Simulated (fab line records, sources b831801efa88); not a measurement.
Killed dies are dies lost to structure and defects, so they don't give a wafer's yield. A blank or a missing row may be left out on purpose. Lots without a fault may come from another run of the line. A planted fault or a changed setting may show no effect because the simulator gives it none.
Tool commonality check | flow gf180mcu | 11 lots, 33 wafers sampled

WHY IT WAS OPENED
At GF_V3_RS_MEAS_24 the reading V3_W_RS is flagged on 2 of 11 lots. Wafers without a fault read 0.329 ohm/sq, standard deviation 0.0049.
Rule: a lot is flagged when every wafer of it that has a number lies more than 4 standard deviations from that mean, or none has a number. The other lots count as sound.

lot  | measured     | on            | V3_W_RS (ohm/sq), wafer by wafer | flag
L252 | day 22 09:18 | film_metro-01 | 0.326 0.329 0.326                |
L253 | day 22 18:41 | film_metro-01 | 0.327 0.327 0.329                |
L254 | day 23 01:50 | film_metro-04 | 0.319 0.325 0.328                |
L255 | day 23 16:55 | film_metro-04 | 0.332 0.327 0.330                |
L257 | day 24 08:42 | film_metro-02 | 0.333 0.322 0.330                |
L260 | day 25 09:17 | film_metro-04 | 0.459 0.456 0.436                | FLAGGED
L262 | day 26 07:40 | film_metro-01 | 0.423 0.442 0.423                | FLAGGED
L270 | day 28 19:11 | film_metro-04 | 0.330 0.334 0.333                |
L271 | day 29 06:26 | film_metro-01 | 0.327 0.333 0.327                |
L273 | day 29 07:52 | film_metro-04 | 0.321 0.321 0.331                |
L274 | day 29 20:28 | film_metro-04 | 0.329 0.325 0.335                |
The numbers of the flagged lots are 0.440 ohm/sq on average: +0.111 ohm/sq against the usual, or +23 standard deviations.

WHICH TOOL RAN EACH LOT
The record holds 1 process step before the reading, out of a route of 602 steps. In each cell: the tool, then ch and the chambers that the sampled wafers went through, then the start.
lot  | flag    | GF_V3_CVD_23
L252 |         | cvd_w-01 ch 0,1, day 22 09:11
L253 |         | cvd_w-01 ch 0,1, day 22 18:35
L254 |         | cvd_w-02 ch 0,1, day 23 01:43
L255 |         | cvd_w-01 ch 0,1, day 23 16:47
L257 |         | cvd_w-02 ch 0,1, day 24 08:35
L260 | FLAGGED | cvd_w-02 ch 0,1, day 25 09:10
L262 | FLAGGED | cvd_w-02 ch 0,1, day 26 07:33
L270 |         | cvd_w-01 ch 0,1, day 28 19:04
L271 |         | cvd_w-01 ch 0,1, day 29 06:19
L273 |         | cvd_w-02 ch 0,1, day 29 07:43
L274 |         | cvd_w-02 ch 0,1, day 29 20:22
What these steps do:
- GF_V3_CVD_23: deposits W, target thk 350 nm, time 104.9 s.
- GF_V3_RS_MEAS_24: measures by four-point-probe.

FLAGGED OVER TOTAL, TOOL BY TOOL (the gauges that took the reading come last)
step             | tool          | lots run | flagged | share of the flagged lots | sound lots run after its first flagged lot
GF_V3_CVD_23     | cvd_w-01      | 5        | 0       | none                      | -
GF_V3_CVD_23     | cvd_w-02      | 6        | 2       | all                       | 2 (L273,L274)
GF_V3_RS_MEAS_24 | film_metro-01 | 4        | 1       | some                      | 1 (L271)
GF_V3_RS_MEAS_24 | film_metro-02 | 1        | 0       | none                      | -
GF_V3_RS_MEAS_24 | film_metro-04 | 6        | 1       | some                      | 3 (L270,L273,L274)

WHAT THE TABLE ALLOWS
1 row of the table ran every flagged lot: cvd_w-02 at GF_V3_CVD_23.
- cvd_w-02 at GF_V3_CVD_23: 2 of its 6 lots flagged. Sound lots ran on it after the first flagged one (L273, L274), which a lasting fault on the whole tool wouldn't allow. Its own readings lie more than 4 standard deviations out on every wafer of the flagged lots: susceptor_temp_C.
No row of the table ran every flagged lot and no sound lot after the first.

WHAT THE SIMULATOR HAD PUT IN
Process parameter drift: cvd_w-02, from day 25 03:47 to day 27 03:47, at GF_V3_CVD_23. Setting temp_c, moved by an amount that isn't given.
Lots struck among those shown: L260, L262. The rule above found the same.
